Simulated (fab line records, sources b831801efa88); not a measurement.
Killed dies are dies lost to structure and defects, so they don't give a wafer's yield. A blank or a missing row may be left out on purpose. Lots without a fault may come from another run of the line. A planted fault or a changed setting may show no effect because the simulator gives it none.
Which tool did it? | flow sky130 | 11 lots, 33 wafers sampled, at 2 steps of a route of 708

WHAT THE GAUGES READ, wafer by wafer
SKY_CAPM_THK_MEAS_01.
lot  | measured     | on            | CAPM_CVD_00_THK (nm)
L896 | day 35 21:56 | film_metro-01 | 15.29 15.28 15.57
L898 | day 36 21:52 | film_metro-04 | 15.41 15.77 15.42
L900 | day 37 13:44 | film_metro-02 | 15.56 15.59 15.38
L906 | day 39 09:53 | film_metro-01 | 15.48 15.21 15.53
L907 | day 39 16:52 | film_metro-02 | 16.01 16.27 16.07
L911 | day 40 16:30 | film_metro-04 | 15.41 15.53 15.74
L912 | day 41 07:34 | film_metro-04 | 15.86 15.49 15.63
L914 | day 41 12:44 | film_metro-04 | 15.37 15.43 15.56
L915 | day 41 18:32 | film_metro-01 | 15.42 15.11 15.96
L916 | day 42 05:59 | film_metro-01 | 15.53 15.30 15.70
L917 | day 42 19:07 | film_metro-02 | 15.28 15.04 15.60

WHICH TOOL RAN EACH LOT (tool, then ch and the chambers of the sampled wafers, then the start)
lot  | SKY_CAPM_CVD_00
L896 | pecvd-03 ch 0,2, day 35 21:55
L898 | pecvd-04 ch 1,2, day 36 21:50
L900 | pecvd-04 ch 0,2, day 37 13:42
L906 | pecvd-01 ch 0,2, day 39 09:52
L907 | pecvd-04 ch 0,1,2, day 39 16:50
L911 | pecvd-03 ch 0,2, day 40 16:28
L912 | pecvd-01 ch 1,2, day 41 07:32
L914 | pecvd-03 ch 0,1,2, day 41 12:43
L915 | pecvd-01 ch 1,2, day 41 18:31
L916 | pecvd-04 ch 0,1,2, day 42 05:57
L917 | pecvd-01 ch 0,2, day 42 19:04
- SKY_CAPM_CVD_00: deposits SiO2, target thk 15.5 nm.

THE ANSWER, worked out from the rows above alone
Rule: what is usual is taken from the lots themselves. Put in order of their means at a reading, lots are off if they are a third of the lots or fewer, leave a main group of 4 or more, and stand apart from it by a gap of 3 or more times the standard deviation of the main group's means; of several such gaps the widest counts. A main group whose means are all the same, to the digits that the tables above print for the reading, isn't used. A lot without any number at a reading at which 4 lots or more have one is off too. The other lots that the step has rows for count as sound.
Off: L907, at SKY_CAPM_THK_MEAS_01 (CAPM_CVD_00_THK). The main group: mean 15.48 nm, standard deviation 0.095.
A tool fits if, at a process step before that reading, it ran every lot that is off, and no sound lot after the first of them. The gauges at SKY_CAPM_THK_MEAS_01 are tried like those tools. None of those tried fits.

WHAT THE SIMULATOR HAD PUT IN
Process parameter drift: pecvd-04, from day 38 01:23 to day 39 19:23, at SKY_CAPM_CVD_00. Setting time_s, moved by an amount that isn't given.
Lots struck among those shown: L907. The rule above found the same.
